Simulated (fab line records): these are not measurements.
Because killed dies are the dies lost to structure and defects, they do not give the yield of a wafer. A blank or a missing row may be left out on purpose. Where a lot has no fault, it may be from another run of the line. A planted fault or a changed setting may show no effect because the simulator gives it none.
Comparing a struck lot with a sound one || flow sfqLine || 15 steps out of a route of 325
Sound: these wafers, L536.1, L536.3, L536.4. Wafers L539.2, L539.5, L539.6 were the ones struck. The cause is named last.
Each step with rows lists, per side, the tool, then ch with its chambers, then its first start. Under that, the readings that differ: sound wafers || struck wafers || difference of the means || sigmas: that difference in standard deviations of wafers without a fault.
alike: readings with means less than 2 such deviations apart, plus words and numbers identical on both sides. not compared: withheld readings, readings lacking a value on some wafer, bounds such as >300 that could conceal the same value, and numbers that have no deviation in the record and whose values overlap.
Wherever a step has rows on one side only, a row that says differs or no value, or a row with sigmas, the two part there. Numbers that have no deviation but don't overlap get no sigmas and don't part them. Lack of a reading on every wafer of one side parts them only where that side has two or more wafers.

first, 1 step without rows for these wafers: SFQ_TRILAYER_M6_STRIP_SOLV_CLEAN_164 (cleans in NMP, time 600 s).
SFQ_TRILAYER_I6_DEP_PECVD_165: deposits SiO2 from SiH4/N2O, time 111.11 s, target thk 500 nm.
  sound on pecvd-04 ch 0,2, day 76 10:20; struck on pecvd-01 ch 0,2, day 76 16:20
  alike: heaterPowerW, throttleValvePct
SFQ_TRILAYER_I6_CMP_CMP_166: polishes SiO2.
  sound on cmp-02 ch 0,1,2, day 76 17:01; struck on cmp-01 ch 0,3, day 77 03:01
  alike: motorCurrentA, timeToEndpointS
SFQ_I6_BOW_MEAS_941:
  sound on filmMetro-01, day 76 20:01; struck on filmMetro-01, day 77 06:02
  alike: I6_BOW
SFQ_TRILAYER_I6_METRO_MEASURE_167:
  sound on filmMetro-01, day 76 20:08; struck on filmMetro-01, day 77 06:20
  alike: thkNm
then, 6 steps without rows for these wafers: SFQ_TRILAYER_I6_VIA_LITHO_COAT_174 (resist thk 62 nm); SFQ_TRILAYER_I6_VIA_LITHO_COAT_169 (resist thk 650 nm); SFQ_TRILAYER_I6_VIA_LITHO_SOFTBAKE_173; SFQ_TRILAYER_I6_VIA_LITHO_EXPOSE_170 (exposes mask I6, target cd 700 nm); SFQ_TRILAYER_I6_VIA_LITHO_PEB_172 (peb time 60 s); SFQ_TRILAYER_I6_VIA_LITHO_DEVELOP_171 (time 60 s).
-- the record jumps here: 4 days lie between the struck wafers' starts before and after --
SFQ_I6_OVL_MEAS_942:
  sound on overlay-02, day 77 00:13; struck on overlay-02, day 81 03:46
  alike: I6_OVL
SFQ_TRILAYER_I6_VIA_BARC_OPEN_VIA_ETCH_235: etches BARC in O2, target depth 125 nm, time 41.7 s.
  sound on rieDiel-02 ch 0,1,3, day 77 00:15; struck on rieDiel-03 ch 0,1, day 81 03:48
{"reading": "rfFwdPowerW (W)", "sound": "496.8 498.2 497.0", "struck": "574.4 572.3 575.6", "difference": "+76.8", "sigmas": "+35"}
{"reading": "model.KrF_of_TRILAYER_I6_VIA_LITHO_COAT_169.thkNm (nm)", "sound": "576.1 576.9 574.7", "struck": "565.4 568.3 565.5", "difference": -9.5, "sigmas": ""}
  alike: drypumpMotorCurrentA, oesProductAu
  not compared: rfHoursCounterH
SFQ_TRILAYER_I6_VIA_ETCH_VIA_ETCH_172: etches SiO2 in CHF3, stops on Nb, target depth 260 nm.
  sound on rieDiel-02 ch 0,1,3, day 77 00:17; struck on rieDiel-03 ch 0,1, day 81 03:50
{"reading": "model.KrF_of_TRILAYER_I6_VIA_LITHO_COAT_169.thkNm (nm)", "sound": "531.7 531.9 529.8", "struck": "520.9 523.9 521.6", "difference": -9.0, "sigmas": ""}
  alike: drypumpMotorCurrentA, oesProductAu, rfFwdPowerW
SFQ_TRILAYER_I6_VIA_STRIP_STRIP_173: strips in O2.
  sound on rieMetal-04 ch 0, day 77 00:25; struck on rieMetal-02 ch 0,1, day 81 03:58
  alike: drypumpMotorCurrentA, oesProductAu
  not compared: rfHoursCounterH

== WHERE THEY PART ==
At SFQ_TRILAYER_I6_VIA_BARC_OPEN_VIA_ETCH_235 and nowhere else, as far as this record goes. Later steps at which nothing parts them and some readings are alike: SFQ_TRILAYER_I6_VIA_ETCH_VIA_ETCH_172, SFQ_TRILAYER_I6_VIA_STRIP_STRIP_173.

WHY: what the simulator had put in
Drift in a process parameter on rieDiel-03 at SFQ_TRILAYER_I6_VIA_BARC_OPEN_VIA_ETCH_235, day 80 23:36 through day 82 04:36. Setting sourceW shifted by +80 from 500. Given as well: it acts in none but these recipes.
